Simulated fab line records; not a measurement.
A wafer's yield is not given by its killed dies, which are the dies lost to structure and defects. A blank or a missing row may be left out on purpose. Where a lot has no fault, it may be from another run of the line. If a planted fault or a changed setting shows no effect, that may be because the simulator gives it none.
Which of the tools did it?	flow sky130	Sampling: 13 lots, 39 wafers, 4 of 708 route steps

== WHAT THE GAUGES READ, wafer by wafer ==
SKY_CONTACT_CD_MEAS_14 targets a cd of 170 nm.
lot	measured	on	cd-nm (nm)
L676	day 33 08:38	cd-sem-02	170.2 169.2 170.0
L678	day 33 12:32	cd-sem-01	171.1 169.3 168.0
L677	day 33 15:41	cd-sem-01	169.5 170.2 171.3
L683	day 35 15:31	cd-sem-02	168.3 167.7 168.0
L685	day 35 21:51	cd-sem-01	170.9 170.4 170.7
L688	day 37 16:37	cd-sem-02	170.6 171.3 170.6
L690	day 38 11:12	cd-sem-01	167.4 168.5 169.8
L691	day 38 15:33	cd-sem-02	165.9 165.3 165.8
L692	day 38 21:24	cd-sem-02	167.4 169.0 169.1
L693	day 39 00:27	cd-sem-01	173.0 173.4 172.8
L695	day 39 03:39	cd-sem-02	168.0 167.4 167.7
L694	day 39 06:58	cd-sem-01	171.3 172.7 172.0
L696	day 39 10:14	cd-sem-01	171.1 172.7 171.5

== WHAT TOOL EACH LOT RAN ON (gives the tool, then ch and the chambers of the sampled wafers, and finally the start) ==
lot	SKY_LOCAL_INTERCONNECT_ETCH_13	SKY_CONTACT_CVD_00	SKY_CONTACT_CMP_04
L676	rie-metal-04 ch 0,1, day 32 04:15	pecvd-01 ch 0,2, day 32 04:56	cmp-02 ch 0,3, day 32 05:10
L678	rie-metal-02 ch 0,1, day 32 07:32	pecvd-02 ch 0,1,2, day 32 08:16	cmp-01 ch 0,1,2, day 32 08:30
L677	rie-metal-01 ch 0,1, day 32 10:51	pecvd-04 ch 0,1,2, day 32 12:04	cmp-02 ch 0,1,2, day 32 12:26
L683	rie-metal-01 ch 0,1, day 34 11:46	pecvd-02 ch 0,1,2, day 34 12:29	cmp-02 ch 0,3, day 34 12:42
L685	rie-metal-01 ch 0,1, day 34 17:47	pecvd-04 ch 1,2, day 34 18:34	cmp-02 ch 1,2,3, day 34 18:50
L688	rie-metal-04 ch 0,1, day 36 13:50	pecvd-01 ch 0,1,2, day 36 14:32	cmp-01 ch 0,1,2, day 36 14:46
L690	rie-metal-02 ch 1, day 37 07:44	pecvd-02 ch 1,2, day 37 08:33	cmp-01 ch 0,2,3, day 37 08:49
L691	rie-metal-01 ch 0,1, day 37 12:17	pecvd-04 ch 1,2, day 37 12:59	cmp-02 ch 0,1,3, day 37 13:17
L692	rie-metal-01 ch 0,1, day 37 18:28	pecvd-01 ch 0,1,2, day 37 19:10	cmp-01 ch 0,2,3, day 37 19:33
L693	rie-metal-04 ch 0,1, day 37 21:35	pecvd-04 ch 0,1, day 37 22:20	cmp-01 ch 1,2, day 37 22:33
L695	rie-metal-02 ch 1, day 38 00:59	pecvd-02 ch 1,2, day 38 01:49	cmp-02 ch 1,3, day 38 02:02
L694	rie-metal-02 ch 1, day 38 04:21	pecvd-02 ch 0,1,2, day 38 05:10	cmp-02 ch 0,1,2, day 38 05:28
L696	rie-metal-02 ch 1, day 38 07:12	pecvd-04 ch 0,1, day 38 08:05	cmp-01 ch 0,1, day 38 08:21
- SKY_LOCAL_INTERCONNECT_ETCH_13: etches BARC in N2/H2, stops on SiO2, time 45.9 s, target depth 60 nm.
- SKY_CONTACT_CVD_00: deposits Si3N4, target thk 75 nm.
- SKY_CONTACT_CMP_04: polishes SiO2.

== WHAT THE TOOLS THEMSELVES READ (means of the sampled wafers that have a number; where no wafer has one, the mark that the record gives instead) ==
SKY_LOCAL_INTERCONNECT_ETCH_13.
lot	tool	drypump-motor-current-A (A)	oes-product-au (a.u.)	rf-fwd-power-W (W)	throttle-valve-pct (%)
L676	rie-metal-04	5.1	0.856	497.8	13.229
L678	rie-metal-02	5.5	0.856	495.5	13.224
L677	rie-metal-01	5.8	0.855	494.3	13.229
L683	rie-metal-01	5.5	0.853	491.0	13.227
L685	rie-metal-01	5.5	0.857	493.0	13.230
L688	rie-metal-04	5.1	0.856	494.8	13.224
L690	rie-metal-02	5.3	0.854	494.7	13.222
L691	rie-metal-01	5.4	0.851	492.5	13.223
L692	rie-metal-01	5.8	0.854	492.9	13.234
L693	rie-metal-04	5.1	0.851	495.2	13.225
L695	rie-metal-02	5.3	0.855	494.6	13.215
L694	rie-metal-02	5.3	0.855	497.8	13.227
L696	rie-metal-02	5.3	0.855	494.5	13.231

SKY_CONTACT_CVD_00.
lot	tool	heater-power-w (W)	rf-fwd-power-W (W)
L676	pecvd-01	680	444.1
L678	pecvd-02	675	443.9
L677	pecvd-04	703	446.2
L683	pecvd-02	715	444.9
L685	pecvd-04	755	444.3
L688	pecvd-01	723	445.2
L690	pecvd-02	674	443.2
L691	pecvd-04	778	444.5
L692	pecvd-01	700	445.7
L693	pecvd-04	567	442.3
L695	pecvd-02	651	445.3
L694	pecvd-02	727	443.5
L696	pecvd-04	580	445.9

SKY_CONTACT_CMP_04.
lot	tool	head-pressure-psi (psi)	motor-current-A (A)	slurry-flow-ml-min	time-to-endpoint-s (s)
L676	cmp-02	3.993	10.7	150.0	84
L678	cmp-01	4.007	13.3	150.4	83
L677	cmp-02	4.000	11.8	149.7	85
L683	cmp-02	3.510	10.4	149.9	99
L685	cmp-02	3.499	10.9	149.9	98
L688	cmp-01	3.998	14.0	150.1	86
L690	cmp-01	4.001	12.4	150.1	78
L691	cmp-02	4.010	11.4	149.8	89
L692	cmp-01	4.004	12.5	149.9	80
L693	cmp-01	3.997	15.0	149.9	76
L695	cmp-02	4.020	12.1	149.8	91
L694	cmp-02	4.002	12.1	150.4	87
L696	cmp-01	4.018	12.8	150.2	84

== THE ANSWER, worked out from the rows above alone ==
Rule: what is usual is taken from the lots themselves. The widest of any qualifying gaps counts: lots, ordered by their means at a reading, are off when they make up no more than a third of the lots, leave a main group of 4 or more, and stand apart from it by 3 or more times the standard deviation of that group's means. A main group whose means are all the same, to the digits that the tables above print for the reading, isn't used. A lot without any number at a reading at which 4 lots or more have one is off too. All remaining lots with rows at the step are treated as sound. Order of review: gauges by route order, followed by the tools' own readings, for which a lot's mean as printed above is used. The first step at which some lot is off is used, and at that step the reading that is off furthest; a lot without a number counts as furthest.
Off, at SKY_CONTACT_CMP_04 on head-pressure-psi: L683, L685. The main group: mean 4.005 psi, standard deviation 0.0081.
If a tool, at that step or one of the process steps before it, ran each lot that is off and ran no sound lot following the first of them, it fits. No candidate that was tried fits.

== WHAT THE SIMULATOR PUT IN ==
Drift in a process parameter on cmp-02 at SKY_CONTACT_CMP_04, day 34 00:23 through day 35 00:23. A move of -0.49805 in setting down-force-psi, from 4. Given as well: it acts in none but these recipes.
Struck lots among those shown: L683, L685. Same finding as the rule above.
